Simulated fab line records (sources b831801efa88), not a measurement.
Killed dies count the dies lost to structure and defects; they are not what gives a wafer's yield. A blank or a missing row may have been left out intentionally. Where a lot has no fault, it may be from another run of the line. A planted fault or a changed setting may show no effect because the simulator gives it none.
A struck lot beside a sound one | flow sky130 | 15 out of 708 route steps
Sound: wafers L852.1, L852.3, L852.4. Wafers struck: L862.1, L862.3, L862.6. Last of all comes the cause.
At each step with rows: each side's tool, then ch and its chambers, then its first start. Under that, the readings that differ: sound wafers | struck wafers | difference of the means | sigmas: that difference in standard deviations of wafers without a fault.
alike: readings whose means differ by less than 2 such deviations, and words and numbers that are the same on both sides. not compared: withheld readings, readings that some wafer has no value for, bounds like >300 that may hide the same value, and numbers for which the record gives no deviation and whose values overlap.
A row with sigmas, a row that says differs or no value, or rows on one side alone: a step with any of these is where the two part. Numbers that have no deviation but don't overlap get no sigmas and don't part them. Lack of a reading on every wafer of one side parts them only where that side has two or more wafers.

first, 7 steps without rows for these wafers: SKY_METAL4_HMDS_06 (prime time 60 s); SKY_METAL4_COAT_07 (resist thk 60 nm); SKY_METAL4_COAT_08 (resist thk 1140 nm); SKY_METAL4_SOFTBAKE_09 (time 90 s); SKY_METAL4_EXPOSE_10 (exposes mask MM4, target cd 300 nm); SKY_METAL4_PEB_11; SKY_METAL4_DEVELOP_12 (develop time 60 s).
SKY_METAL4_CD_MEAS_13 targets a cd of 300 nm.
  sound on cdSem-01, day 43 02:20; struck on cdSem-02, day 45 14:31
  alike: cdNm
SKY_METAL4_OVL_MEAS_14:
  sound on overlay-02, day 43 02:27; struck on overlay-01, day 45 14:38
  alike: METAL4_OVL
SKY_METAL4_DESCUM_15: chemistry O2, time 8 s.
  sound on rieMetal-04 ch 0,1, day 43 02:29; struck on rieMetal-02 ch 0,1, day 45 14:40
  alike: drypumpMotorCurrentA, oesProductAu, rfFwdPowerW
  not compared: rfHoursCounterH
SKY_METAL4_ETCH_16: etches BARC in N2/H2, stops on SiO2, time 88.2 s, target depth 60 nm.
  sound on rieMetal-04 ch 0,1, day 43 02:31; struck on rieMetal-02 ch 0,1, day 45 14:42
  alike: chamberPressureMTorr, drypumpMotorCurrentA, oesProductAu, rfFwdPowerW, throttleValvePct
  not compared: rfHoursCounterH
SKY_METAL4_ETCH_17: etches SiO2 in C4F8/O2/Ar, stops on TiN, time 3.9 s, target depth 15 nm.
  sound on rieDiel-01 ch 0,2,3, day 43 02:37; struck on rieDiel-02 ch 1,3, day 45 14:48
  alike: chamberPressureMTorr, oesProductAu, rfFwdPowerW
  not compared: rfHoursCounterH
SKY_METAL4_METAL_ETCH_18: etches the open film in Cl2/BCl3, stops on SiO2, target depth 845 nm, time 183.1 s.
  sound on rieMetal-03 ch 0,1, day 43 02:38; struck on rieMetal-04 ch 0,1, day 45 14:49
reading                                      | sound             | struck               | difference | sigmas
chamberPressureMTorr (mTorr)                 | 9.985 9.994 9.993 | 12.004 12.007 12.008 | +2.016     | +99 or more
model.KrF-thick_of_METAL4_COAT_08.thkNm (nm) | 524.6 529 525.9   | 522.5 521 516.3      | -6.6       | 
  alike: drypumpMotorCurrentA, oesProductAu, rfFwdPowerW, throttleValvePct
  not compared: rfHoursCounterH
SKY_METAL4_STRIP_19: strips in O2/N2.
  sound on plasmaAsher-03 ch 0,1, day 43 02:52; struck on plasmaAsher-02 ch 0,1, day 45 15:00
  alike: drypumpMotorCurrentA, oesProductAu, stripTimeToEndpointS
  not compared: rfHoursCounterH
SKY_PAD_OPEN_PROBE_99:
  sound wafers here have rows in the record (prober-01, day 47 00:36); struck ones have none

== WHERE THEY PART ==
Earliest at SKY_METAL4_METAL_ETCH_18; latest, in this record, at SKY_PAD_OPEN_PROBE_99.

WHY: what the simulator had put in
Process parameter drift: rieMetal-04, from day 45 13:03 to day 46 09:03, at SKY_METAL4_METAL_ETCH_18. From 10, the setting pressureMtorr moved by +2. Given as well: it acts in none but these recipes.
